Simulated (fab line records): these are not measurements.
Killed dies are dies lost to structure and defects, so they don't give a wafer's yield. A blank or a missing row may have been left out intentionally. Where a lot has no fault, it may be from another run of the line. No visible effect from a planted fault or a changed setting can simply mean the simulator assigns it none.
8D (eight disciplines) problem report, filled in by code + flow gf180mcu + the parts of the form that need people (team, actions taken, sign-off) are left out

== 1. PROBLEM STATEMENT ==
Mean V3_W_RS at GF_V3_RS_MEAS_24: 0.264 ohm/sq over 9 wafers in 3 lots; fault-free wafers: 0.326 ohm/sq, standard deviation 0.0031. Relative to the usual mean, that is a shift of -20 standard deviations.
The step: measures by four-point-probe.
Earliest sighting: wafer L448.2 on filmMetro-04 at day 25 15:16. Wafers with a number at this step in the record: 30, from 10 lots. Rule for "out" (also "out of limits"): further than 4 standard deviations from the usual mean. The rest of the wafers with a number are treated as sound.

== 2. WHAT THIS IS AND IS NOT ==
| question                    | is                                       | is not                                                                                |
|-----------------------------|------------------------------------------|---------------------------------------------------------------------------------------|
| which readings at this step | V3_W_RS                                  | -                                                                                     |
| which lots                  | L448, L449, L450                         | L440, L441, L444, L458, L459, L460, L461                                              |
| which wafers of those lots  | all that have a number                   | -                                                                                     |
| read on which gauges        | filmMetro-01, filmMetro-03, filmMetro-04 | -                                                                                     |
| when                        | from day 25 15:16                        | up to then (9 sound wafers); but 12 sound wafers of L458, L459, L460, L461 came after |

== 3. SUSPECTS, AND WHAT RULES EACH OUT ==
Counting: a tool at any process step up to the reading remains a suspect when it ran all the lots that are out and ran no sound lot after the first of those.
- ruled out: the gauge at GF_V3_RS_MEAS_24. Those wafers that are out were read across 3 gauges (filmMetro-01, filmMetro-03, filmMetro-04).
- cvdW-01 at GF_V3_CVD_23 (deposits W, target thk 350 nm, time 104.9 s): ruled out as a lasting fault. The sound lots L459, L460 went through it after L448, its earliest lot that is out (day 25 15:08).
Left after counting: nothing in the record.

== 4. THE CAUSE (what the simulator had put in) ==
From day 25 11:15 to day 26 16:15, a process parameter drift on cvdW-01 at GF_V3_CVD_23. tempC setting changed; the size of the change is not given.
Counting ruled it out, wrongly: the rule takes a fault to strike every lot that its tool runs from its start on, and this one did not.

== 5. THE EFFECT CHAIN, in route order ==
Each row: a reading whose mean over the struck wafers that have a number lies more than 3 standard deviations from the usual. Only readings whose record carries a usual standard deviation are examined. hours: median over the lots of the time between each lot's start at the first step of this table that gives one and its start at this step. sigmas: the change, counted in usual standard deviations.
| hours | step              | reading         | usual        | on struck wafers | change | sigmas |
|-------|-------------------|-----------------|--------------|------------------|--------|--------|
| 0     | GF_V3_CVD_23      | susceptorTempC  | 400.03 C     | 411.86           | +11.83 | +54    |
| 0     | GF_V3_RS_MEAS_24  | V3_W_RS         | 0.326 ohm/sq | 0.264            | -0.062 | -20    |
| 4     | GF_V3_THK_MEAS_25 | V3_W_THK        | 357 nm       | 443              | +86    | +16    |
| 7     | GF_V3_CMP_26      | timeToEndpointS | 85.6 s       | 105.7            | +20.1  | +7.2   |
Here are the process steps it includes:
- GF_V3_CVD_23: deposits W, target thk 350 nm, time 104.9 s.
- GF_V3_CMP_26: polishes, stops on SiO2, t overpolish 15 s, target thk 0 nm.
Later steps that measure or inspect, where all struck wafers having a row at the step show a number for every such reading and not one has moved that far: GF_M4_OVL_MEAS_15.

== 6. HOW IT WOULD HAVE BEEN CAUGHT EARLIER ==
The first out-of-limits reading at a measuring or inspecting step in this record came at day 25 15:16, 4 hours after the fault's start at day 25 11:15.
The tool's own readings at GF_V3_CVD_23 were out on every struck wafer that the step has a row for (susceptorTempC): an alarm limit on them would have fired on the first of those.
